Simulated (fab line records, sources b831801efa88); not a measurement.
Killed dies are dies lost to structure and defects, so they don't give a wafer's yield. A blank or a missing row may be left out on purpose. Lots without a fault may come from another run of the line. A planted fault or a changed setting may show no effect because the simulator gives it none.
Which tool did it? | flow gf180mcu | 14 lots, 42 wafers sampled, at 3 steps of a route of 602

WHAT THE GAUGES READ, wafer by wafer
GF_STI_CD_MEAS_12: target cd 220 nm.
lot  | measured    | on        | cd_nm (nm)
L920 | day 2 01:11 | cd_sem-02 | 221.4 220.7 222.4
L921 | day 2 06:35 | cd_sem-01 | 222.7 222.4 221.9
L923 | day 2 17:01 | cd_sem-02 | 220.9 220.0 220.2
L924 | day 2 23:23 | cd_sem-02 | 221.4 222.6 221.1
L925 | day 3 02:33 | cd_sem-02 | 218.6 218.3 217.9
L926 | day 3 08:37 | cd_sem-01 | 220.5 220.5 220.0
L927 | day 3 15:14 | cd_sem-01 | 219.5 218.6 219.6
L928 | day 3 20:40 | cd_sem-01 | 220.9 220.8 219.5
L929 | day 4 01:08 | cd_sem-01 | 219.3 219.6 220.1
L931 | day 4 10:28 | cd_sem-02 | 221.1 221.5 220.7
L932 | day 4 16:20 | cd_sem-02 | 221.8 221.8 221.8
L940 | day 6 07:51 | cd_sem-02 | 221.0 221.0 221.7
L942 | day 6 20:29 | cd_sem-01 | 220.0 219.3 219.0
L943 | day 7 02:32 | cd_sem-01 | 219.9 219.9 219.5

GF_STI_THK_MEAS_30.
lot  | measured    | on            | STI_OXIDATION_02_THK (nm)
L920 | day 2 05:47 | film_metro-04 | 10.06 10.07 10.26
L921 | day 2 12:22 | film_metro-03 | 9.99 9.94 10.03
L923 | day 2 21:20 | film_metro-03 | 9.91 9.94 10.00
L924 | day 3 06:41 | film_metro-04 | 9.77 9.70 9.75
L925 | day 3 09:20 | film_metro-02 | 10.12 9.84 9.82
L926 | day 3 13:55 | film_metro-03 | 9.71 9.75 9.79
L927 | day 3 21:29 | film_metro-03 | 10.07 10.03 9.86
L928 | day 4 05:55 | film_metro-02 | 10.10 9.96 9.70
L929 | day 4 16:58 | film_metro-04 | 9.87 10.13 10.01
L931 | day 5 01:05 | film_metro-03 | 9.94 10.00 9.92
L932 | day 5 01:04 | film_metro-04 | 9.96 10.05 9.83
L940 | day 6 16:35 | film_metro-04 | 9.90 9.86 9.68
L942 | day 7 00:48 | film_metro-02 | 9.62 9.81 9.77
L943 | day 7 07:01 | film_metro-03 | 9.73 9.58 9.78

WHICH TOOL RAN EACH LOT (tool, then ch and the chambers of the sampled wafers, then the start)
lot  | GF_STI_ETCH_13
L920 | rie_diel-04 ch 0,1, day 2 01:18
L921 | rie_diel-01 ch 0,2,3, day 2 06:41
L923 | rie_diel-02 ch 2,3, day 2 17:06
L924 | rie_diel-04 ch 0,1,3, day 2 23:30
L925 | rie_diel-02 ch 0,2,3, day 3 02:39
L926 | rie_diel-02 ch 2,3, day 3 08:42
L927 | rie_diel-04 ch 0,2, day 3 15:21
L928 | rie_diel-01 ch 1,2, day 3 20:44
L929 | rie_diel-02 ch 0,2, day 4 01:15
L931 | rie_diel-04 ch 0,1,2, day 4 10:33
L932 | rie_diel-02 ch 0,1,2, day 4 16:27
L940 | rie_diel-04 ch 1,2,3, day 6 07:57
L942 | rie_diel-02 ch 0,1,3, day 6 20:35
L943 | rie_diel-02 ch 1,3, day 7 02:38
- GF_STI_ETCH_13: etches the open film in CHF3/O2, stops on Si, target depth 282.31 nm, time 112.9 s.

WHAT THE TOOLS THEMSELVES READ (means of the sampled wafers that have a number; where no wafer has one, the mark that the record gives instead)
GF_STI_ETCH_13.
lot  | tool        | drypump_motor_current_A (A) | oes_product_au (a.u.) | throttle_valve_pct (%)
L920 | rie_diel-04 | 6.0                         | 0.822                 | 8.809
L921 | rie_diel-01 | 5.6                         | 0.826                 | 8.804
L923 | rie_diel-02 | 5.4                         | 0.825                 | 8.795
L924 | rie_diel-04 | 6.1                         | 0.828                 | 8.806
L925 | rie_diel-02 | 5.7                         | 0.819                 | 8.800
L926 | rie_diel-02 | 5.4                         | 0.817                 | 8.809
L927 | rie_diel-04 | 5.6                         | 0.824                 | 8.809
L928 | rie_diel-01 | 5.0                         | 0.825                 | 8.803
L929 | rie_diel-02 | 5.9                         | 0.814                 | 8.805
L931 | rie_diel-04 | 6.0                         | 0.817                 | 8.805
L932 | rie_diel-02 | 5.6                         | 0.814                 | 8.811
L940 | rie_diel-04 | 6.1                         | 0.825                 | 8.801
L942 | rie_diel-02 | 5.5                         | 0.836                 | 8.818
L943 | rie_diel-02 | 5.0                         | 0.832                 | 8.805

THE ANSWER, worked out from the rows above alone
Rule: what is usual is taken from the lots themselves. Put in order of their means at a reading, lots are off if they are a third of the lots or fewer, leave a main group of 4 or more, and stand apart from it by a gap of 3 or more times the standard deviation of the main group's means; of several such gaps the widest counts. A main group whose means are all the same, to the digits that the tables above print for the reading, isn't used. A lot without any number at a reading at which 4 lots or more have one is off too. The other lots that the step has rows for count as sound. The gauges are gone through in route order, then the tools' own readings, and for those a lot's mean is taken as printed above. The first step at which some lot is off is used, and at that step the reading that is off furthest; a lot without a number counts as furthest.
No lot is off at any reading shown: from this, nothing can be told.

WHAT THE SIMULATOR HAD PUT IN
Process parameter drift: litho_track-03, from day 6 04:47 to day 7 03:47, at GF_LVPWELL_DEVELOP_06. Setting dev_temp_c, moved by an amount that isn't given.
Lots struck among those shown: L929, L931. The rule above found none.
